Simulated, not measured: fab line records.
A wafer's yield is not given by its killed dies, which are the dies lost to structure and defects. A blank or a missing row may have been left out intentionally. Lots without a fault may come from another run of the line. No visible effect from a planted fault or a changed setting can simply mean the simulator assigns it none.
fab line records	flow sky130
record: lots: 7	wafers: 18	last_day: 50
route steps=708 shown CONTACT@418 METAL1@434 PAD_OPEN@708
lots that met no fault: from a run of the same line without faults
start_h: start of the lot's first displayed wafer, in hours after the record's first day	wait_h: hours since the lot's step before	" same as the row above	L1.1+2: one row covering several wafers at once	- value missing, or start not given	* or withheld: withheld	< > ~ a bound
route shown NAME@n: a module of which the file shows steps, and the number in the route of the first	usual: average and standard deviation across the fault-free wafers	same: alike in all rows	chamber/n: place in a boat	sites: readings site by site	_std_site: the values' standard deviation	_edge_site: inner sites' mean taken away from outer sites' mean	radius_mm: for every site, how far away it sits from the centre of the wafer	mask NAME#n: copy n	behind: the most recent tool/chamber to have shaped the wafer	hold: why the lot was held/for how many hours/how that ended	device: whichever transistor did not switch (one of n, p or np)	end of line: the tests these same wafers got at the end of their route	a step without rows: its recipe alone	killed: count of dies lost to structure and defects at first sort (not the wafer's yield)	map: the dies of a wafer, with x for killed, . for not killed, _ for no die there
set.NAME: the run value of the setting; set.NAME@STEP: its run value at that earlier step	model.NAME: the simulator's own value behind a step, which no gauge read
a table for each step, a row for each wafer; lots at some steps of the route
services: when a tool's chamber went out of use (start_h, in hours from the record's first day, below 0 if earlier), for how many hours, and the reason
== steps ==
step: SKY_CONTACT_PEB_12
recipe: peb_temp_c: withheld	peb_time_s: withheld	resist: KrF-thick
step: SKY_CONTACT_DEVELOP_13
recipe: develop_time_s: 60	resist: KrF-thick	dev_temp_c: 21
step: SKY_CONTACT_CD_MEAS_14
recipe: target_cd_nm: 170
usual: cd_nm: 169.9/1.4
lot.wafer	tool	chamber	start_h	wait_h	cd_nm
L123.2	cd_sem-01	-	702.02	-	169.1
L123.3	"	-	"	"	170.5
L123.5	"	-	"	"	170.2
L127.1	cd_sem-01	-	778.57	-	168.1
L127.4	"	-	"	"	168.4
L127.5	"	-	"	"	168.2
L129.2	cd_sem-02	-	790.92	-	170.9
L129.5	"	-	"	"	171.3
L129.6	"	-	"	"	171.3
L130.1	cd_sem-01	-	802.53	-	168.8
L130.3	"	-	"	"	168.7
L130.4	"	-	"	"	169.8
L140.4	cd_sem-01	-	882.66	-	170.3
L140.5	"	-	"	"	168.5
L141.2	cd_sem-02	-	883.68	-	170.9
L141.4	"	-	"	"	171.2
L143.2	cd_sem-01	-	897.84	-	169.2
L143.3	"	-	"	"	168.6
step: SKY_CONTACT_OVL_MEAS_15
usual: CONTACT_OVL: -3/5.5
lot.wafer	tool	chamber	start_h	wait_h	CONTACT_OVL[nm]
L123.2	overlay-01	-	702.13	0.1	2
L123.3	"	-	"	"	-4
L123.5	"	-	"	"	-8
L127.1	overlay-01	-	778.69	0.1	3
L127.4	"	-	"	"	3
L127.5	"	-	"	"	6
L129.2	overlay-02	-	791.03	0.1	5
L129.5	"	-	"	"	-1
L129.6	"	-	"	"	5
L130.1	overlay-01	-	802.65	0.1	-8
L130.3	"	-	"	"	-5
L130.4	"	-	"	"	2
L140.4	overlay-01	-	882.74	0.1	-5
L140.5	"	-	"	"	-3
L141.2	overlay-01	-	883.78	0.1	-7
L141.4	"	-	"	"	-10
L143.2	overlay-01	-	897.95	0.1	1
L143.3	"	-	"	"	5
step: SKY_CONTACT_ETCH_16
recipe: chemistry: N2/H2	target: BARC	ion_energy_ev: 200	source_w: 500	bias_w: 100	pressure_mtorr: 30	n2_flow_sccm: 100	h2_flow_sccm: 200	stop_on: SiO2	time_s: 45.9	target_depth_a: 600
usual: drypump_motor_current_A: 5.8/0.46	n2_flow_sccm: 99.99/0.27	oes_product_au: 0.855/0.0044	throttle_valve_pct: 13.224/0.0093
lot.wafer	tool	chamber	start_h	wait_h	drypump_motor_current_A	n2_flow_sccm	oes_product_au	rf_hours_counter_h	throttle_valve_pct
L123.2	rie_diel-01	1	702.16	0.0	4.9	99.70	0.855	13	13.232
L123.3	"	3	"	"	6.5	100.26	0.855	5	13.218
L123.5	"	1	"	"	4.9	100.25	0.852	-	13.223
L127.1	rie_diel-04	0	778.73	0.0	6.0	100.25	0.857	5	13.228
L127.4	"	2	"	"	5.9	100.07	0.851	15	13.213
L127.5	"	2	"	"	5.9	99.83	0.855	-	13.219
L129.2	rie_diel-02	2	791.06	0.0	5.6	99.90	0.861	23	13.228
L129.5	"	2	"	"	5.6	99.90	0.858	-	13.241
L129.6	"	1	"	"	6.2	100.18	0.860	-	13.232
L130.1	rie_diel-02	1	802.69	0.0	6.2	99.94	0.859	13	13.220
L130.3	"	3	"	"	5.9	100.30	0.857	9	13.222
L130.4	"	2	"	"	5.6	99.59	0.860	24	13.234
L140.4	rie_diel-01	2	882.76	0.0	6.2	100.31	0.859	9	13.219
L140.5	"	2	"	"	6.2	100.11	0.854	-	13.238
L141.2	rie_diel-02	0	883.81	0.0	5.1	100.26	0.856	10	13.222
L141.4	"	1	"	"	6.3	99.99	0.853	15	13.234
L143.2	rie_diel-02	0	897.98	0.0	5.1	99.36	0.856	11	13.217
L143.3	"	2	"	"	5.6	99.98	0.854	27	13.239
step: SKY_CONTACT_ETCH_17
recipe: target: SiO2	chemistry: C4F8/O2/Ar	stop_on: Si3N4	mask_material: KrF-thick	source_w: 1500	bias_w: 1200	pressure_mtorr: 40	c4f8_flow_sccm: withheld	O2_flow_sccm: 6	Ar_flow_sccm: 300	time_s: withheld	target_depth_a: 3400
usual: oes_product_au: 0.892/0.0051
lot.wafer	tool	chamber	start_h	wait_h	oes_product_au
L123.2	rie_diel-01	1	702.20	0.0	0.897
L123.3	"	3	"	"	0.896
L123.5	"	1	"	"	0.901
L127.1	rie_diel-04	0	778.77	0.0	0.893
L127.4	"	2	"	"	0.883
L127.5	"	2	"	"	0.895
L129.2	rie_diel-02	2	791.10	0.0	0.888
L129.5	"	2	"	"	0.885
L129.6	"	1	"	"	0.889
L130.1	rie_diel-02	1	802.73	0.0	0.892
L130.3	"	3	"	"	0.886
L130.4	"	2	"	"	0.892
L140.4	rie_diel-01	2	882.80	0.0	0.882
L140.5	"	2	"	"	0.891
L141.2	rie_diel-02	0	883.85	0.0	0.889
L141.4	"	1	"	"	0.893
L143.2	rie_diel-02	0	898.02	0.0	0.891
L143.3	"	2	"	"	0.883
step: SKY_CONTACT_ETCH_18
recipe: target: Si3N4	chemistry: CHF3/O2	stop_on: TiN	source_w: 600	bias_w: 200	pressure_mtorr: 40	chf3_flow_sccm: 50	O2_flow_sccm: 5	time_s: 39	target_depth_a: 750
usual: chf3_flow_sccm: 49.98/0.14	drypump_motor_current_A: 5.8/0.45	oes_product_au: 0.855/0.0064	throttle_valve_pct: 8.793/0.009
lot.wafer	tool	chamber	start_h	wait_h	chf3_flow_sccm	drypump_motor_current_A	oes_product_au	rf_hours_counter_h	throttle_valve_pct
L123.2	rie_diel-01	1	-	-	49.93	4.8	0.845	13	8.795
L123.3	"	3	"	"	50.06	6.4	0.839	5	8.802
L123.5	"	1	"	"	49.61	4.9	0.846	-	8.793
L127.1	rie_diel-04	0	-	-	49.83	6.0	0.848	5	8.792
L127.4	"	2	"	"	49.95	5.8	0.855	15	8.784
L127.5	"	2	"	"	49.91	5.8	0.856	-	8.791
L129.2	rie_diel-02	2	-	-	50.13	5.6	0.858	23	8.803
L129.5	"	2	"	"	49.98	5.6	0.849	-	8.800
L129.6	"	1	"	"	50.00	6.2	0.858	-	8.817
L130.1	rie_diel-02	1	-	-	50.02	6.2	0.855	13	8.786
L130.3	"	3	"	"	49.72	5.9	0.853	9	8.784
L130.4	"	2	"	"	50.28	5.6	0.859	24	8.786
L140.4	rie_diel-01	2	-	-	50.26	6.2	0.856	9	8.776
L140.5	"	2	"	"	50.20	6.2	0.866	-	8.784
L141.2	rie_diel-02	0	-	-	50.07	5.1	0.861	10	8.797
L141.4	"	1	"	"	49.78	6.2	0.864	15	8.793
L143.2	rie_diel-02	0	-	-	49.89	5.1	0.854	11	8.800
L143.3	"	2	"	"	50.11	5.6	0.847	27	8.784
step: SKY_CONTACT_STRIP_19
recipe: chemistry: O2/N2	power_w: 1400	pressure_mtorr: 1500	platen_temp_c: withheld	o2_flow_sccm: 3000	n2_flow_sccm: 300	overash_fraction: 0.5
usual: drypump_motor_current_A: 5.6/0.37	n2_flow_sccm: 300.1/0.94	oes_product_au: 0.381/0.0048	strip_time_to_endpoint_s: 3.619/0.026
lot.wafer	tool	chamber	start_h	wait_h	drypump_motor_current_A	n2_flow_sccm	oes_product_au	rf_hours_counter_h	strip_time_to_endpoint_s
L123.2	plasma_asher-04	1	702.29	-	5.1	299.6	0.385	27	3.613
L123.3	"	0	"	"	6.3	300.5	0.377	-	3.588
L123.5	"	1	"	"	5.1	299.7	0.377	-	3.604
L127.1	plasma_asher-03	1	778.86	-	5.3	299.1	0.384	62	3.612
L127.4	"	1	"	"	5.3	300.5	0.375	-	3.583
L127.5	"	0	"	"	5.8	300.7	0.383	-	3.616
L129.2	plasma_asher-01	0	791.19	-	5.4	299.9	0.385	5	3.660
L129.5	"	0	"	"	5.4	300.5	0.392	-	3.667
L129.6	"	1	"	"	5.9	299.5	0.373	-	3.642
L130.1	plasma_asher-03	1	802.82	-	5.3	299.5	0.381	64	3.633
L130.3	"	0	"	"	5.7	299.3	0.369	-	3.599
L130.4	"	1	"	"	5.3	299.8	0.390	-	3.634
L140.4	plasma_asher-03	0	882.92	-	5.8	298.7	0.381	-	3.647
L140.5	"	1	"	"	5.3	301.8	0.380	-	3.639
L141.2	plasma_asher-03	1	883.94	-	5.3	300.1	0.380	73	3.639
L141.4	"	0	"	"	5.7	301.9	0.386	-	3.614
L143.2	plasma_asher-03	1	898.11	-	5.3	300.0	0.378	75	3.666
L143.3	"	0	"	"	5.7	301.0	0.383	-	3.661
step: SKY_CONTACT_STRIP_20
recipe: chemistry: post_etch_residue_remover	time_s: 1200	temp_c: 72.5
step: SKY_CONTACT_CLEAN_21
recipe: chemistry: IPA	time_s: 180	temp_c: 25
step: SKY_CONTACT_CLEAN_22
recipe: chemistry: O3/DIW	dry: n2_spin
step: SKY_CONTACT_SPUTTER_23
recipe: material: TiN	target_thk_nm: 20	chamber_pressure_pa: 5	power_w: 4000	time_s: 80
usual: throttle_valve_pct: 30.0/1.1
lot.wafer	tool	chamber	start_h	wait_h	throttle_valve_pct
L123.2	pvd_sputter-02	-	702.93	0.0	30.2
L123.3	"	-	"	"	31.3
L123.5	"	-	"	"	29.3
L127.1	pvd_sputter-02	-	779.49	0.0	28.2
L127.4	"	-	"	"	31.5
L127.5	"	-	"	"	29.5
L129.2	pvd_sputter-02	-	791.79	0.0	28.6
L129.5	"	-	"	"	31.5
L129.6	"	-	"	"	29.4
L130.1	pvd_sputter-01	-	803.42	0.0	28.6
L130.3	"	-	"	"	30.2
L130.4	"	-	"	"	32.7
L140.4	pvd_sputter-01	-	883.48	0.0	28.6
L140.5	"	-	"	"	30.3
L141.2	pvd_sputter-02	-	884.82	0.0	29.3
L141.4	"	-	"	"	28.5
L143.2	pvd_sputter-02	-	898.70	0.0	31.6
L143.3	"	-	"	"	28.4
step: SKY_CONTACT_CVD_24
recipe: material: W	target_thk_nm: 340	time_s: 102.12	temp_c: 400	pressure_torr: 40
usual: heater_power_w: 819/73	susceptor_temp_C: 400.00/0.23
lot.wafer	tool	chamber	start_h	wait_h	heater_power_w	since_wet_clean_h	susceptor_temp_C	model.W_of_CONTACT_CVD_24.thk_nm
L123.2	cvd_w-01	1	702.99	0.0	764	299	399.86	337
L123.3	"	1	"	"	755	-	400.12	336.7
L123.5	"	0	"	"	771	-	400.11	335.6
L127.1	cvd_w-02	0	779.55	0.0	933	876	400.01	343.9
L127.4	"	1	"	"	807	-	400.25	342.7
L127.5	"	0	"	"	938	-	400.04	343.7
L129.2	cvd_w-02	1	791.85	0.0	814	888	400.44	338.3
L129.5	"	1	"	"	792	-	400.40	341.3
L129.6	"	0	"	"	947	-	400.17	338.2
L130.1	cvd_w-01	1	803.48	0.0	790	399	400.50	337.4
L130.3	"	1	"	"	764	-	400.51	343.3
L130.4	"	0	"	"	760	-	400.34	343.7
L140.4	cvd_w-02	0	883.58	0.1	961	-	400.25	341.4
L140.5	"	1	"	"	807	-	400.22	283.7
L141.2	cvd_w-02	1	884.93	0.1	809	981	399.78	279.4
L141.4	"	0	"	"	945	-	399.62	336.9
L143.2	cvd_w-02	0	898.76	0.0	950	995	400.04	291.2
L143.3	"	0	"	"	961	-	400.07	342.6
step: SKY_CONTACT_RS_MEAS_25
recipe: thk_meas_gauge: four-point-probe	reads: W_of_CONTACT_CVD_24+TiN_of_CONTACT_SPUTTER_23
usual: CONTACT_W_RS: 0.337/0.0034
lot.wafer	tool	chamber	start_h	wait_h	CONTACT_W_RS[ohm/sq]
L123.2	film_metro-04	-	703.12	0.1	0.341
L123.3	"	-	"	"	0.342
L123.5	"	-	"	"	0.343
L127.1	film_metro-01	-	779.66	0.1	0.335
L127.4	"	-	"	"	0.335
L127.5	"	-	"	"	0.334
L129.2	film_metro-04	-	791.98	0.1	0.339
L129.5	"	-	"	"	0.337
L129.6	"	-	"	"	0.340
L130.1	film_metro-03	-	803.59	0.1	0.341
L130.3	"	-	"	"	0.335
L130.4	"	-	"	"	0.334
L140.4	film_metro-03	-	883.71	0.1	0.336
L140.5	"	-	"	"	0.405
L141.2	film_metro-01	-	885.13	0.2	0.412
L141.4	"	-	"	"	0.341
L143.2	film_metro-04	-	898.89	0.1	0.396
L143.3	"	-	"	"	0.336
step: SKY_CONTACT_THK_MEAS_26
recipe: thk_meas_gauge: xrf	reads: W_of_CONTACT_CVD_24
usual: CONTACT_W_THK: 346/4.5
lot.wafer	tool	chamber	start_h	wait_h	CONTACT_W_THK[nm]
L123.2	film_metro-04	-	703.23	0.1	345
L123.3	"	-	"	"	344
L123.5	"	-	"	"	342
L127.1	film_metro-01	-	779.78	0.1	347
L127.4	"	-	"	"	346
L127.5	"	-	"	"	350
L129.2	film_metro-04	-	792.09	0.1	346
L129.5	"	-	"	"	348
L129.6	"	-	"	"	346
L130.1	film_metro-03	-	803.71	0.1	338
L130.3	"	-	"	"	344
L130.4	"	-	"	"	344
L140.4	film_metro-03	-	883.80	0.1	344
L140.5	"	-	"	"	286
L141.2	film_metro-01	-	885.24	0.1	283
L141.4	"	-	"	"	341
L143.2	film_metro-04	-	899.00	0.1	297
L143.3	"	-	"	"	351
step: SKY_CONTACT_CMP_27
recipe: stop_on: SiO2	t_overpolish_s: 15	down_force_psi: 3.5	platen_rpm: 60	target_thk_nm: 0	pad_velocity_m_s: 0.94248
usual: motor_current_A: 11.0/0.95	time_to_endpoint_s: 83/3
lot.wafer	tool	chamber	start_h	wait_h	motor_current_A	time_to_endpoint_s
L123.3	cmp-01	2	703.28	0.0	11.1	82
L123.2	"	0	"	"	9.2	84
L123.5	"	2	"	"	11.9	85
L127.4	cmp-02	3	779.89	0.1	10.9	81
L127.1	"	1	"	"	10.1	79
L127.5	"	2	"	"	12.4	76
L129.2	cmp-01	1	792.24	0.1	10.9	81
L129.5	"	3	"	"	11.6	80
L129.6	"	0	"	"	9.0	81
L130.1	cmp-01	2	803.82	0.1	11.3	85
L130.4	"	3	"	"	11.1	85
L130.3	"	0	"	"	9.7	83
L140.4	cmp-01	1	883.98	0.2	11.0	83
L140.5	"	2	"	"	10.5	70
L141.4	cmp-02	0	885.41	0.1	10.8	81
L141.2	"	3	"	"	11.5	71
L143.3	cmp-01	1	899.05	0.0	11.0	87
L143.2	"	3	"	"	11.5	71
step: SKY_METAL1_SPUTTER_00
recipe: material: Ti	target_thk_nm: 15	power_w: 3000	time_s: 10	chamber_pressure_pa: 0.4
step: SKY_PAD_OPEN_PROBE_99
usual: killed_at_M0_to_M3: 43/6.6	killed_at_M4_up: 3.2/1.8	killed_at_contacts: 24/5	killed_at_front_end: 15/4.5	killed_at_other: 0.2/0.46	killed_dies: 86/8.8	killed_open: 48/6.6	killed_short: 38/6.1
same: gross_dies: 492	killed_at_back_side: 0
lot.wafer	tool	chamber	start_h	wait_h	killed_at_M0_to_M3	killed_at_M4_up	killed_at_contacts	killed_at_front_end	killed_at_other	killed_dies	killed_open	killed_short
L127.1	prober-02	-	1107.70	0.1	56	2	21	9	0	88	49	39
L127.4	prober-02	-	1107.85	0.2	38	2	22	16	0	78	49	29
L127.5	prober-02	-	1107.90	0.2	42	6	13	22	0	83	44	39
L140.5	prober-02	-	1185.01	0.2	39	0	24	9	0	72	44	28
killed by level:class
L127.1 VIA1:geometric_particle:open=18 VIA3:geometric_particle:open=8 VIA1:geometric_particle:short=8 CONTACT:geometric_particle:open=7 POLY_GATE:geometric_particle:short=5 CONTACT:geometric_particle:short=5 LI_CONTACT:geometric_particle:open=4 METAL2:geometric_particle:short=4
L127.4 VIA1:geometric_particle:open=11 CONTACT:geometric_particle:open=9 FIELD_ISO:geometric_particle:open=5 POLY_GATE:geometric_particle:open=5 METAL1:geometric_particle:short=5 VIA2:geometric_particle:open=5 LI_CONTACT:geometric_particle:short=4 VIA3:geometric_particle:open=4
L127.5 VIA1:geometric_particle:open=7 FIELD_ISO:geometric_particle:open=6 CONTACT:geometric_particle:open=6 METAL1:geometric_particle:short=6 VIA1:geometric_particle:short=6 FIELD_ISO:geometric_particle:short=5 VIA2:geometric_particle:short=5 VIA2:geometric_particle:open=5
L140.5 VIA1:geometric_particle:open=15 CONTACT:geometric_particle:open=8 LI_CONTACT:geometric_particle:open=7 CONTACT:geometric_particle:short=5 METAL1:geometric_particle:open=5 VIA1:geometric_particle:short=4 METAL2:geometric_particle:short=4 FIELD_ISO:geometric_particle:short=3
== services ==
tool	chamber	start_h	hours	kind
cvd_w-01	-	686.83	3.6	repair
rie_diel-02	-	692.77	28.1	pm
cmp-02	-	700.35	6.8	pm
cvd_w-02	0	700.86	2.5	repair
rie_diel-04	1	703.10	1.3	repair
cmp-02	-	713.51	1.7	repair
rie_diel-04	-	718.12	1.0	repair
cmp-02	-	718.87	1.0	repair
cvd_w-02	-	721.43	3.8	pm
rie_diel-01	0	743.21	4.5	repair
cmp-01	-	744.16	4.0	pm
rie_diel-01	2	750.39	1.8	repair
cmp-02	-	763.09	6.6	pm
rie_diel-02	-	768.15	0.4	repair
cvd_w-02	1	781.26	3.2	repair
pvd_sputter-02	-	798.59	4.2	repair
rie_diel-04	2	801.32	11.2	repair
cmp-01	-	807.91	5.2	repair
pvd_sputter-01	-	808.68	3.4	repair
rie_diel-04	1	810.29	6.7	repair
rie_diel-04	1	819.86	10.0	repair
rie_diel-01	-	843.42	14.6	pm
cvd_w-02	0	867.46	11.8	repair
plasma_asher-03	-	886.89	0.4	repair
== key ==
first_sign: step: SKY_CONTACT_RS_MEAS_25	reading: CONTACT_W_RS	direction: up	sigmas: 20	usual: 0.337	struck: 0.405
effect: step: SKY_CONTACT_THK_MEAS_26	reading: CONTACT_W_THK	direction: down	sigmas: 13	usual: 346	struck: 289
effect: step: SKY_CONTACT_CMP_27	reading: time_to_endpoint_s	direction: down	sigmas: 4	usual: *	struck: *
model_effect: step: SKY_CONTACT_CVD_24	value: W_of_CONTACT_CVD_24.thk_nm	without: 342.8	struck: 284.8
met_at SKY_CONTACT_CVD_24
struck_wafers L140.5,L141.2,L143.2
tester_left_out L140,L141,L143
onset_between 791.85 883.58
fault: kind: process_parameter_drift	tool: cvd_w-02	chamber: -	onset_h: 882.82	steps: SKY_CONTACT_CVD_24	channel: target_thk_nm	offset: -58.045	shape: step	end_h: 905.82	scope: struck_wafers_only	acts_in: these_recipes_only	stated: 340
tester_left_out: of these lots the tester's yield and bins aren't shown, on N5 and GAA mostly nor the transistor test; their killed dies are dies lost to structure and defects alone, not to doping, threshold or leakage, so they don't give the yield
